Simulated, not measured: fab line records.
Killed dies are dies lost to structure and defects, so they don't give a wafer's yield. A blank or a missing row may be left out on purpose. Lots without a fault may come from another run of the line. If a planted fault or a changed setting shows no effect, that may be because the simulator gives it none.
Comparing a struck lot with a sound one | flow sfqLine | 42 out of 325 route steps
Sound: wafers L795.1, L795.5, L795.6. Wafers L807.2, L807.4, L807.5 were the ones struck. Last of all comes the cause.
Each step with rows lists, per side, the tool, then ch with its chambers, then its first start. Under that, the readings that differ: sound wafers | struck wafers | difference of the means | sigmas: that difference in standard deviations of wafers without a fault.
alike: readings with means less than 2 such deviations apart, plus words and numbers identical on both sides. not compared: withheld readings, readings lacking a value on some wafer, bounds such as >300 that could conceal the same value, and numbers that have no deviation in the record and whose values overlap.
The two part at a step that has a row with sigmas, a row that says differs or no value, or rows on one side only. Non-overlapping numbers with no deviation appear without sigmas and do not part them. Lack of a reading on every wafer of one side parts them only where that side has two or more wafers.

SFQ_M3_OVL_MEAS_921:
  sound on overlay-02 at day 27 19:52; struck on overlay-01 at day 31 17:47
  alike: M3_OVL
then, 2 steps without rows for these wafers: SFQ_TRILAYER_M3_BARC_OPEN_METAL_ETCH_100 (etches BARC in O2, target depth 125 nm, time 41.7 s); SFQ_TRILAYER_M3_ETCH_METAL_ETCH_078 (etches Nb in Cl2/Ar, stops on SiO2, target depth 240 nm, time 120 s).
SFQ_TRILAYER_M3_STRIP_STRIP_079: strips in O2.
  sound on rieMetal-03 ch 0,1, day 27 20:05; struck on rieMetal-01 ch 0,1, day 31 17:59
  alike: drypumpMotorCurrentA, heBacksideLeakSccm, oesProductAu
  not compared: rfHoursCounterH
then, 2 steps without rows for these wafers: SFQ_TRILAYER_M3_STRIP_SOLV_CLEAN_080 (cleans in NMP, time 600 s); SFQ_TRILAYER_I3_DEP_PECVD_081 (deposits SiO2 from SiH4/N2O, time 111.11 s, target thk 500 nm).
-- the record jumps here: 2 days lie between the struck wafers' starts before and after --
SFQ_TRILAYER_I3_CMP_CMP_082: polishes SiO2.
  sound on cmp-01 ch 0,1,2, day 28 22:25; struck on cmp-02 ch 0,2, day 34 03:17
  alike: motorCurrentA, platenRpm, retainingRingPressureFrac, slurryFilterDpKPa, timeToEndpointS
SFQ_I3_BOW_MEAS_922:
  sound on filmMetro-03 at day 28 23:55; struck on filmMetro-03 at day 34 06:18
  alike: I3_BOW
SFQ_TRILAYER_I3_METRO_MEASURE_083:
  sound on filmMetro-03 at day 29 00:02; struck on filmMetro-03 at day 34 06:36
  alike: thkNm
then, 3 steps without rows for these wafers: SFQ_TRILAYER_I3_VIA_LITHO_COAT_090 (resist thk 62 nm); SFQ_TRILAYER_I3_VIA_LITHO_COAT_085 (resist thk 650 nm); SFQ_TRILAYER_I3_VIA_LITHO_SOFTBAKE_089.
-- the record jumps here: 3 days lie between the struck wafers' starts before and after --
SFQ_TRILAYER_I3_VIA_LITHO_EXPOSE_086: exposes mask I3, target cd 500 nm.
  sound on krfScanner-01 ch 0, day 32 21:04; struck on krfScanner-01 ch 0, day 37 06:19
  alike: mask
then, 2 steps without rows for these wafers: SFQ_TRILAYER_I3_VIA_LITHO_PEB_088 (peb time 60 s); SFQ_TRILAYER_I3_VIA_LITHO_DEVELOP_087 (time 60 s).
SFQ_I3_OVL_MEAS_923:
  sound on overlay-02 at day 32 22:34; struck on overlay-02 at day 37 07:38
  alike: I3_OVL
SFQ_TRILAYER_I3_VIA_BARC_OPEN_VIA_ETCH_121: etches BARC in O2, target depth 125 nm, time 41.7 s.
  sound on rieDiel-03 ch 0,3, day 32 22:37; struck on rieDiel-03 ch 1,2,3, day 37 07:40
reading            | sound             | struck            | difference | sigmas
model.I3.cdNm (nm) | 500.4 499.3 499.3 | 543.1 548.3 575.5 | +56.0      | 
  alike: drypumpMotorCurrentA, oesProductAu, rfFwdPowerW
  not compared: rfHoursCounterH
SFQ_TRILAYER_I3_VIA_ETCH_VIA_ETCH_088: etches SiO2 in CHF3, stops on Nb, target depth 260 nm.
  sound on rieDiel-03 ch 0,3, day 32 22:39; struck on rieDiel-03 ch 1,2,3, day 37 07:42
reading            | sound             | struck            | difference | sigmas
model.I3.cdNm (nm) | 498.2 498.5 496.7 | 544.3 546.5 571.2 | +56.2      | 
  alike: drypumpMotorCurrentA, oesProductAu, rfFwdPowerW
then, 4 steps without rows for these wafers: SFQ_TRILAYER_I3_VIA_STRIP_STRIP_089 (strips in O2); SFQ_TRILAYER_I3_VIA_STRIP_SOLV_CLEAN_090 (cleans in NMP, time 600 s); SFQ_TRILAYER_M4_DEP_PRE_CLEAN_092 (time 22.5 s); SFQ_TRILAYER_M4_DEP_SPUTTER_091 (material Nb, target thk 200 nm, time 133.3 s).
SFQ_M4_RS_MEAS_924: measurement is done with a four-point probe.
  sound on filmMetro-03 at day 32 23:40; struck on filmMetro-04 at day 37 08:44
  alike: M4_NB_RS
then, 6 steps without rows for these wafers: SFQ_TRILAYER_M4_LITHO_COAT_098 (resist thk 62 nm); SFQ_TRILAYER_M4_LITHO_COAT_093 (resist thk 600 nm); SFQ_TRILAYER_M4_LITHO_SOFTBAKE_097; SFQ_TRILAYER_M4_LITHO_EXPOSE_094 (exposes mask M4, target cd 500 nm); SFQ_TRILAYER_M4_LITHO_PEB_096 (peb time 60 s); SFQ_TRILAYER_M4_LITHO_DEVELOP_095 (time 60 s).
SFQ_M4_OVL_MEAS_926:
  sound on overlay-02 at day 35 15:44; struck on overlay-02 at day 39 02:14
  alike: M4_OVL
SFQ_TRILAYER_M4_BARC_OPEN_METAL_ETCH_123: etches BARC in O2, target depth 125 nm, time 41.7 s.
  sound on rieMetal-03 ch 0,1, day 35 15:46; struck on rieMetal-04 ch 0,1, day 39 02:16
  alike: drypumpMotorCurrentA, heBacksideLeakSccm, oesProductAu, rfFwdPowerW
  not compared: rfHoursCounterH
SFQ_TRILAYER_M4_ETCH_METAL_ETCH_096: etches Nb in Cl2/Ar, stops on SiO2, target depth 240 nm, time 120 s.
  sound on rieMetal-03 ch 0,1, day 35 15:50; struck on rieMetal-04 ch 0,1, day 39 02:20
  alike: drypumpMotorCurrentA, heBacksideLeakSccm, oesProductAu, rfFwdPowerW
  not compared: rfHoursCounterH
then, 4 steps without rows for these wafers: SFQ_TRILAYER_M4_STRIP_STRIP_097 (strips in O2); SFQ_TRILAYER_M4_STRIP_SOLV_CLEAN_098 (cleans in NMP, time 600 s); SFQ_TRILAYER_I4_DEP_PECVD_099 (deposits SiO2 from SiH4/N2O, time 111.11 s, target thk 500 nm); SFQ_TRILAYER_I4_CMP_CMP_100 (polishes SiO2).
-- the record jumps here: 3 days lie between the struck wafers' starts before and after --
SFQ_I4_BOW_MEAS_927:
  sound on filmMetro-01 at day 38 04:53; struck on filmMetro-02 at day 41 22:43
  alike: I4_BOW
then, 4 steps without rows for these wafers: SFQ_TRILAYER_I4_METRO_MEASURE_101; SFQ_TRILAYER_I4_VIA_LITHO_COAT_108 (resist thk 62 nm); SFQ_TRILAYER_I4_VIA_LITHO_COAT_103 (resist thk 650 nm); SFQ_TRILAYER_I4_VIA_LITHO_SOFTBAKE_107.
-- the record jumps here: 38 days lie between the struck wafers' starts before and after --
SFQ_M8_BOW_MEAS_951:
  sound on filmMetro-02 at day 77 06:04; struck on filmMetro-02 at day 79 15:26
reading                | sound             | struck            | difference | sigmas
model.etest.i3.linkOhm | 1.964 1.946 1.958 | 1.937 1.901 1.911 | -0.040     | 
  alike: M8_BOW

== WHERE THEY PART ==
Nowhere in this record.

WHY: whatever the simulator had introduced
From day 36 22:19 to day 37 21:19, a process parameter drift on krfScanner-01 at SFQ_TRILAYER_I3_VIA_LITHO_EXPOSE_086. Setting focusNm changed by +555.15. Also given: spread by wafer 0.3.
